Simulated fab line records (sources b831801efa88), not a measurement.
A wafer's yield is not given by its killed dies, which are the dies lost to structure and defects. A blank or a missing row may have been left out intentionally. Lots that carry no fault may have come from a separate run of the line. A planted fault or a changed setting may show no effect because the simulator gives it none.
Commonality check across tools :: flow sky130 :: Sampled: 12 lots, 42 wafers

== WHAT PROMPTED THE OPENING ==
SKY_NWELL_RS_MEAS_29, reading NWELL_RS: flagged on 2 of 12 lots. No-fault wafers: 624.7 ohm/sq, standard deviation 1.7.
Rule: a lot gets a flag if all its wafers with a number sit over 4 standard deviations from that mean, or if no wafer of it has a number. All remaining lots are regarded as sound.

lot: L488
measured: day 5 13:17
on: filmMetro-01
NWELL_RS (ohm/sq), wafer by wafer: 626.1 625.8 626.1
flag: 

lot: L492
measured: day 6 14:57
on: filmMetro-02
NWELL_RS (ohm/sq), wafer by wafer: 626.3 623.6 625.6
flag: 

lot: L491
measured: day 6 16:04
on: filmMetro-01
NWELL_RS (ohm/sq), wafer by wafer: 624.5 623.9 625.6
flag: 

lot: L495
measured: day 7 20:05
on: filmMetro-02
NWELL_RS (ohm/sq), wafer by wafer: 625.5 626.0 625.7
flag: 

lot: L497
measured: day 7 21:49
on: filmMetro-01
NWELL_RS (ohm/sq), wafer by wafer: 623.6 624.7 622.0
flag: 

lot: L498
measured: day 8 06:48
on: filmMetro-01
NWELL_RS (ohm/sq), wafer by wafer: 623.2 623.7 622.7
flag: 

lot: L500
measured: day 8 13:11
on: filmMetro-01
NWELL_RS (ohm/sq), wafer by wafer: 622.7 621.2 621.9
flag: 

lot: L499
measured: day 8 14:07
on: filmMetro-04
NWELL_RS (ohm/sq), wafer by wafer: 623.0 624.2 624.5
flag: 

lot: L502
measured: day 9 03:24
on: filmMetro-01
NWELL_RS (ohm/sq), wafer by wafer: 628.8 627.4 627.7
flag: 

lot: L503
measured: day 9 03:47
on: filmMetro-02
NWELL_RS (ohm/sq), wafer by wafer: 626.3 627.1 625.9
flag: 

lot: L510
measured: day 10 19:20
on: filmMetro-04
NWELL_RS (ohm/sq), wafer by wafer: 598.9 599.7 597.9 597.7 599.4 597.5
flag: FLAGGED

lot: L511
measured: day 11 06:00
on: filmMetro-04
NWELL_RS (ohm/sq), wafer by wafer: 595.0 596.7 596.6 596.9 598.6 597.6
flag: FLAGGED
On average the flagged lots' numbers are 597.7 ohm/sq, which is -27.0 ohm/sq against the usual, or -16 standard deviations.

== WHICH TOOL RAN EACH LOT ==
The record keeps 1 process step preceding the reading, out of 708 steps on the route. In each cell: the tool, then ch and the chambers that the sampled wafers went through, then the start.
lot: L488
flag: 
SKY_NWELL_IMPLANT_11: implanter-02 ch 0, day 4 19:11

lot: L492
flag: 
SKY_NWELL_IMPLANT_11: implanter-04 ch 0, day 5 19:58

lot: L491
flag: 
SKY_NWELL_IMPLANT_11: implanter-03 ch 0, day 5 20:43

lot: L495
flag: 
SKY_NWELL_IMPLANT_11: implanter-02 ch 0, day 7 00:05

lot: L497
flag: 
SKY_NWELL_IMPLANT_11: implanter-02 ch 0, day 7 01:07

lot: L498
flag: 
SKY_NWELL_IMPLANT_11: implanter-03 ch 0, day 7 09:52

lot: L500
flag: 
SKY_NWELL_IMPLANT_11: implanter-03 ch 0, day 7 15:29

lot: L499
flag: 
SKY_NWELL_IMPLANT_11: implanter-04 ch 0, day 7 16:55

lot: L502
flag: 
SKY_NWELL_IMPLANT_11: implanter-03 ch 0, day 8 05:37

lot: L503
flag: 
SKY_NWELL_IMPLANT_11: implanter-04 ch 0, day 8 06:01

lot: L510
flag: FLAGGED
SKY_NWELL_IMPLANT_11: implanter-04 ch 0, day 9 20:11

lot: L511
flag: FLAGGED
SKY_NWELL_IMPLANT_11: implanter-04 ch 0, day 10 06:41
What the steps here do:
- SKY_NWELL_IMPLANT_11
- SKY_NWELL_RS_MEAS_29: measures by four-point-probe.

== FLAGGED OVER TOTAL, TOOL BY TOOL (the gauges that took the reading come last) ==
step: SKY_NWELL_IMPLANT_11
tool: implanter-02
lots run: 3
flagged: 0
share of the flagged lots: none
sound lots run after its first flagged lot: -

step: SKY_NWELL_IMPLANT_11
tool: implanter-03
lots run: 4
flagged: 0
share of the flagged lots: none
sound lots run after its first flagged lot: -

step: SKY_NWELL_IMPLANT_11
tool: implanter-04
lots run: 5
flagged: 2
share of the flagged lots: all
sound lots run after its first flagged lot: 0

step: SKY_NWELL_RS_MEAS_29
tool: filmMetro-01
lots run: 6
flagged: 0
share of the flagged lots: none
sound lots run after its first flagged lot: -

step: SKY_NWELL_RS_MEAS_29
tool: filmMetro-02
lots run: 3
flagged: 0
share of the flagged lots: none
sound lots run after its first flagged lot: -

step: SKY_NWELL_RS_MEAS_29
tool: filmMetro-04
lots run: 3
flagged: 2
share of the flagged lots: all
sound lots run after its first flagged lot: 0

== WHAT IS ALLOWED BY THE TABLE ==
2 rows of the table ran every flagged lot: implanter-04 at SKY_NWELL_IMPLANT_11, filmMetro-04 at SKY_NWELL_RS_MEAS_29.
- implanter-04 at SKY_NWELL_IMPLANT_11 ran 5 lots, 2 of them flagged. It ran its last sound lot, L503, at day 8 06:01 and its first flagged lot, L510, at day 9 20:11: a fault with its onset between the two fits. Its own readings lie more than 4 standard deviations out on every wafer of the flagged lots: beamEnergyKeV.
- filmMetro-04 at SKY_NWELL_RS_MEAS_29 ran 3 lots, 2 of them flagged. It ran its last sound lot, L499, at day 8 14:07 and its first flagged lot, L510, at day 10 19:20: a fault with its onset between the two fits.
Counting lots can't tell these 2 tools apart, because each fits a fault that began at some hour. More lots, or a look at what each step does to the wafer, might.

== WHAT THE SIMULATOR HAD PUT IN ==
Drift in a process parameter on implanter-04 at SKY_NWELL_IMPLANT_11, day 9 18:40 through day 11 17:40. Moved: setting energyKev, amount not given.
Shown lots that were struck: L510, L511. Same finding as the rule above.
